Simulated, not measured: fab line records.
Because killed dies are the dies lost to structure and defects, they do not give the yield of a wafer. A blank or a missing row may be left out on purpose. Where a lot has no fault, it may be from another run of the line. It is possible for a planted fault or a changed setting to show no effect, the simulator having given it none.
Which of the tools did it?	flow gf180mcu	Sampling: 11 lots, 33 wafers, 5 of 602 route steps

WHAT EACH GAUGE READ, for each wafer
GF_V2_THK_MEAS_03.
lot	measured	on	V2_CVD_02_THK (nm)
L264	day 19 20:49	filmMetro-02	854 863 853
L267	day 21 14:57	filmMetro-01	840 885 861
L270	day 22 14:32	filmMetro-02	866 874 904
L274	day 23 19:17	filmMetro-04	832 860 856
L275	day 24 03:44	filmMetro-04	832 843 825
L278	day 25 01:38	filmMetro-01	844 836 850
L280	day 25 16:21	filmMetro-01	845 855 866
L281	day 25 19:29	filmMetro-02	839 849 870
L282	day 26 08:07	filmMetro-04	844 857 858
L284	day 26 18:18	filmMetro-02	839 849 845
L285	day 27 02:16	filmMetro-01	850 844 856

WHICH TOOL RAN EACH LOT (tool, then ch and the chambers of the sampled wafers, then the start)
lot	GF_V1_SPUTTER_22	GF_M2_SPUTTER_00	GF_M2_SPUTTER_01	GF_V2_CVD_02
L264	pvdSputter-01, day 18 18:45	pvdSputter-04, day 18 19:23	pvdSputter-04, day 18 19:29	pecvd-03 ch 0,2, day 19 20:43
L267	pvdSputter-01, day 20 13:35	pvdSputter-02, day 20 14:13	pvdSputter-02, day 20 14:19	pecvd-03 ch 1,2, day 21 14:50
L270	pvdSputter-03, day 21 13:05	pvdSputter-03, day 21 13:43	pvdSputter-03, day 21 13:49	pecvd-03 ch 0,2, day 22 14:28
L274	pvdSputter-03, day 22 18:28	pvdSputter-04, day 22 19:06	pvdSputter-04, day 22 19:12	pecvd-04 ch 0,1,2, day 23 19:11
L275	pvdSputter-01, day 23 03:21	pvdSputter-04, day 23 03:59	pvdSputter-04, day 23 04:05	pecvd-04 ch 0,1,2, day 24 03:40
L278	pvdSputter-03, day 24 02:01	pvdSputter-04, day 24 02:39	pvdSputter-04, day 24 02:45	pecvd-03 ch 0,1, day 25 01:34
L280	pvdSputter-03, day 24 16:59	pvdSputter-04, day 24 17:38	pvdSputter-04, day 24 17:44	pecvd-01 ch 0,1,2, day 25 16:16
L281	pvdSputter-03, day 24 20:16	pvdSputter-04, day 24 21:18	pvdSputter-04, day 24 21:24	pecvd-01 ch 0,1,2, day 25 19:24
L282	pvdSputter-02, day 25 09:13	pvdSputter-04, day 25 09:50	pvdSputter-04, day 25 09:56	pecvd-03 ch 1,2, day 26 08:03
L284	pvdSputter-01, day 25 20:21	pvdSputter-04, day 25 20:59	pvdSputter-04, day 25 21:05	pecvd-04 ch 1,2, day 26 18:13
L285	pvdSputter-03, day 26 04:14	pvdSputter-03, day 26 04:52	pvdSputter-03, day 26 04:58	pecvd-01 ch 0,2, day 27 02:12
- GF_V1_SPUTTER_22: material TiN, target thk 10 nm, time 40 s.
- GF_M2_SPUTTER_00: material Ti, target thk 37.5 nm, time 150 s.
- GF_M2_SPUTTER_01: material TiN, target thk 30 nm, time 25 s.
- GF_V2_CVD_02: deposits SiO2 from TEOS, target thk 850 nm, time 94.851 s.

THE ANSWER, worked out from the rows above alone
Rule: the lots themselves supply what counts as usual. Put in order of their means at a reading, lots are off if they are a third of the lots or fewer, leave a main group of 4 or more, and stand apart from it by a gap of 3 or more times the standard deviation of the main group's means; of several such gaps the widest counts. A main group whose means are all the same, to the digits that the tables above print for the reading, isn't used. Also off: a lot with no number at a reading for which 4 or more lots have one. All remaining lots with rows at the step are treated as sound.
None of the lots is off at any reading shown; this tells nothing.

WHAT THE SIMULATOR PUT IN
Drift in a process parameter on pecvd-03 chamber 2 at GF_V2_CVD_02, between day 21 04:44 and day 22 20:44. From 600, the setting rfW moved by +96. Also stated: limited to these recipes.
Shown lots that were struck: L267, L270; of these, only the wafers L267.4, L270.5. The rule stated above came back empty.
